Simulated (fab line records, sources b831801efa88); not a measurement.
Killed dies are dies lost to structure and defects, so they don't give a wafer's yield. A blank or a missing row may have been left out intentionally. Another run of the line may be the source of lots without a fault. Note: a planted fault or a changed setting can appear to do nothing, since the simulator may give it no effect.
2 desks looking at one fault	flow gf180mcu	each desk has only its own numbers; what lay behind them comes last

THE METROLOGY DESK
What the gauges read for every lot (on any tool): the sampled wafers with a number, averaged. If a lot's mean is further than 4 standard deviations from the usual mean, the lot is out of limits and carries the mark OUT (the distance appears in the brackets).
Columns: A = STI_CVD_03_THK at GF_STI_THK_MEAS_04, usual 208.2 nm; B = STI_OXIDATION_01_THK at GF_STI_THK_MEAS_22, usual 15.03 nm; C = DUAL_GATE_OXIDATION_00_THK at GF_DUAL_GATE_THK_MEAS_03, usual 10.87 nm
lot	first seen here	A	B	C
L872	day 1 13:34	204.6	15.15	10.82
L874	day 2 00:10	207.8	15.16	10.89
L875	day 2 04:34	208.0	15.44	10.53
L876	day 2 11:22	211.9	15.03	10.87
L877	day 2 14:34	206.8	15.23	10.68
L883	day 3 20:34	206.9	14.35	10.91
L884	day 4 02:53	215.7	14.40	10.94
L887	day 4 16:34	231.3 (+12) OUT	15.12	10.89
L890	day 5 07:34	208.0	15.29	11.29
L891	day 5 12:34	211.4	15.09	10.90
L892	day 5 17:34	210.8	14.96	10.47
L895	day 6 08:53	205.2	14.95	11.19
This desk finds L887 out of limits, with the earliest case on L887 at day 4 16:34 (STI_CVD_03_THK at GF_STI_THK_MEAS_04). Within limits: L872, L874, L875, L876, L877, L883, L884, L890, L891, L892, L895.

TOOL OWNER'S DESK, lpcvd-01
The tool's own readings at GF_STI_CVD_03 (deposits Si3N4 from DCS/NH3, target thk 207.16 nm, time 3551 s): means of the sampled wafers that have a number, for each lot that ran on this tool. If a lot's mean is further than 4 standard deviations from the usual mean, the lot is out of limits and carries the mark OUT (the distance appears in the brackets).
Columns: A = pressure_mtorr at GF_STI_CVD_03, usual 249.9 mTorr; B = spike_tc_bottom_C at GF_STI_CVD_03, usual 790 C; C = spike_tc_centre_C at GF_STI_CVD_03, usual 770.5 C; D = spike_tc_lower_C at GF_STI_CVD_03, usual 770.5 C; E = zone_power_centre_pct at GF_STI_CVD_03, usual 13.3 %
lot	first seen here	A	B	C	D	E
L872	day 1 11:34	250.2	794	770.9	770.6	12.9
L877	day 2 12:34	250.2	795	770.1	770.3	16.0
L883	day 3 18:34	249.3	794	771.8	771.4	13.0
L884	day 3 23:55	249.7	797	783.9 (+12) OUT	768.7	20.5 (+5.5) OUT
L887	day 4 14:34	249.1	794	785.0 (+13) OUT	769.7	16.4
This desk's verdict: out of limits on L884, L887, starting with L884 at day 3 23:55 (spike_tc_centre_C at GF_STI_CVD_03). Within limits: L872, L877, L883.

BROUGHT TOGETHER
An alarm could have come from the tool owner's desk at day 3 23:55, on L884, L887.
The metrology desk could have raised an alarm at day 4 16:34, on L887.
The metrology desk has L884 on record, within its limits.
All the named lots went through GF_STI_CVD_03 on lpcvd-01.

WHAT THE SIMULATOR HAD PUT IN
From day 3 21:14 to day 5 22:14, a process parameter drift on lpcvd-01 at GF_STI_CVD_03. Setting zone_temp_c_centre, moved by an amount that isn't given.
Lots struck among those shown: L884, L887.
Hours from the fault's start to each desk's first reading out of limits: the tool owner's desk, 3; the metrology desk, 19.
